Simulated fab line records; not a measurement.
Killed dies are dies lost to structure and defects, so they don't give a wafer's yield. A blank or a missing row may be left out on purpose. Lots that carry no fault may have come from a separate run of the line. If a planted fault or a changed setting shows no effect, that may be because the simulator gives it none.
Shared-tool check	flow gf180mcu	11 lots and 33 wafers in the sample

WHY IT WAS OPENED
Of 11 lots, 3 have the reading V4_CVD_00_THK flagged at GF_V4_THK_MEAS_01. Wafers without a fault read 600 nm, standard deviation 8.4.
Rule: flag the lot when none of its wafers has a number, or when each of its wafers that has one lies beyond 4 standard deviations from that mean. The other lots count as sound.

lot	measured	on	V4_CVD_00_THK (nm), wafer by wafer	flag
L698	day 24 04:20	filmMetro-01	592 595 594	
L700	day 24 09:41	filmMetro-01	608 595 591	
L701	day 25 04:46	filmMetro-01	591 592 598	
L703	day 25 14:33	filmMetro-01	586 582 586	
L702	day 25 18:05	filmMetro-04	601 599 589	
L706	day 26 19:22	filmMetro-02	601 600 607	
L707	day 26 23:52	filmMetro-01	595 603 615	
L709	day 27 15:44	filmMetro-01	1197 1216 1216	FLAGGED
L710	day 27 21:22	filmMetro-02	589 602 600	
L711	day 28 03:22	filmMetro-04	1199 1186 1199	FLAGGED
L714	day 29 00:25	filmMetro-02	1219 1213 1202	FLAGGED
The mean of the flagged lots' numbers is 1205 nm, +605 nm from the usual (+72 standard deviations).

TOOL THAT RAN EACH LOT
Before the reading, the record contains 4 process steps out of a 602-step route. Read each cell as the tool, then ch plus the chambers that the sampled wafers visited, then the start.
lot	flag	GF_M3_STRIP_17	GF_V3_ETCH_17	GF_M4_SPUTTER_00	GF_V4_CVD_00
L698		plasmaAsher-04 ch 0,1, day 22 02:02	rieDiel-01 ch 1,2,3, day 23 04:35 or earlier	pvdSputter-02, day 23 04:35	hdpcvd-02 ch 0,1, day 24 04:16
L700		plasmaAsher-02 ch 0,1, day 22 08:01	rieDiel-01 ch 2,3, day 23 10:02 or earlier	pvdSputter-01, day 23 10:02	hdpcvd-02 ch 0,1,2, day 24 09:36
L701		plasmaAsher-02 ch 0,1, day 23 04:08	rieDiel-01 ch 0,3, day 24 05:08 or earlier	pvdSputter-01, day 24 05:08	hdpcvd-02 ch 1,2, day 25 04:42
L703		plasmaAsher-03 ch 0,1, day 23 14:47	rieDiel-04 ch 0,1,2, day 24 15:24 or earlier	pvdSputter-03, day 24 15:24	hdpcvd-02 ch 0,1,2, day 25 14:28
L702		plasmaAsher-03 ch 0,1, day 23 18:31	rieDiel-03 ch 1,3, day 24 19:07 or earlier	pvdSputter-01, day 24 19:07	hdpcvd-02 ch 0,1, day 25 18:00
L706		plasmaAsher-04 ch 0,1, day 24 21:07	rieDiel-03 ch 0,1,2, day 25 21:02 or earlier	pvdSputter-01, day 25 21:02	hdpcvd-02 ch 0,1, day 26 19:17
L707		plasmaAsher-04 ch 1, day 25 01:35	rieDiel-03 ch 1,2,3, day 26 01:21 or earlier	pvdSputter-03, day 26 01:21	hdpcvd-02 ch 0,2, day 26 23:48
L709	FLAGGED	plasmaAsher-04 ch 0, day 25 18:28	rieDiel-01 ch 0,1, day 26 17:49 or earlier	pvdSputter-01, day 26 17:49	hdpcvd-01 ch 1,2, day 27 15:25
L710		plasmaAsher-03 ch 0,1, day 26 00:28	rieDiel-03 ch 0,1,3, day 26 23:28 or earlier	pvdSputter-01, day 26 23:28	hdpcvd-02 ch 0,1,2, day 27 21:17
L711	FLAGGED	plasmaAsher-03 ch 0,1, day 26 07:56	rieDiel-03 ch 0,1,3, day 27 06:40 or earlier	pvdSputter-02, day 27 06:40	hdpcvd-02 ch 0,1,2, day 28 02:57
L714	FLAGGED	plasmaAsher-04 ch 0, day 27 04:52	rieDiel-03 ch 0,2, day 28 03:18 or earlier	pvdSputter-03, day 28 03:18	hdpcvd-01 ch 0,1, day 29 00:06
What is done by these steps:
- GF_M3_STRIP_17: strips in O2/N2.
- GF_V3_ETCH_17: etches SiO2 in C4F8/O2/Ar, stops on TiN, target depth 635 nm.
- GF_M4_SPUTTER_00: material Ti, target thk 37.5 nm, time 150 s.
- GF_V4_CVD_00: deposits SiO2, target thk 600 nm, time 100 s.
- GF_V4_THK_MEAS_01

FLAGGED AGAINST TOTAL, ONE TOOL AT A TIME (gauges that did the reading follow at the end)
step	tool	lots run	flagged	share of the flagged lots	sound lots run after its first flagged lot
GF_M3_STRIP_17	plasmaAsher-02	2	0	none	-
GF_M3_STRIP_17	plasmaAsher-03	4	1	some	0
GF_M3_STRIP_17	plasmaAsher-04	5	2	some	0
GF_V3_ETCH_17	rieDiel-01	4	1	some	0
GF_V3_ETCH_17	rieDiel-03	6	2	some	0
GF_V3_ETCH_17	rieDiel-04	1	0	none	-
GF_M4_SPUTTER_00	pvdSputter-01	6	1	some	1 (L710)
GF_M4_SPUTTER_00	pvdSputter-02	2	1	some	0
GF_M4_SPUTTER_00	pvdSputter-03	3	1	some	0
GF_V4_CVD_00	hdpcvd-01	2	2	some	0
GF_V4_CVD_00	hdpcvd-02	9	1	some	0
GF_V4_THK_MEAS_01	filmMetro-01	6	1	some	0
GF_V4_THK_MEAS_01	filmMetro-02	3	1	some	0
GF_V4_THK_MEAS_01	filmMetro-04	2	1	some	0
GF_V3_ETCH_17: start missing for some lots; hours and lot order therefore follow GF_M4_SPUTTER_00.

WHAT THE TABLE PERMITS
No row of the table ran every flagged lot.

WHAT THE SIMULATOR HAD INSERTED
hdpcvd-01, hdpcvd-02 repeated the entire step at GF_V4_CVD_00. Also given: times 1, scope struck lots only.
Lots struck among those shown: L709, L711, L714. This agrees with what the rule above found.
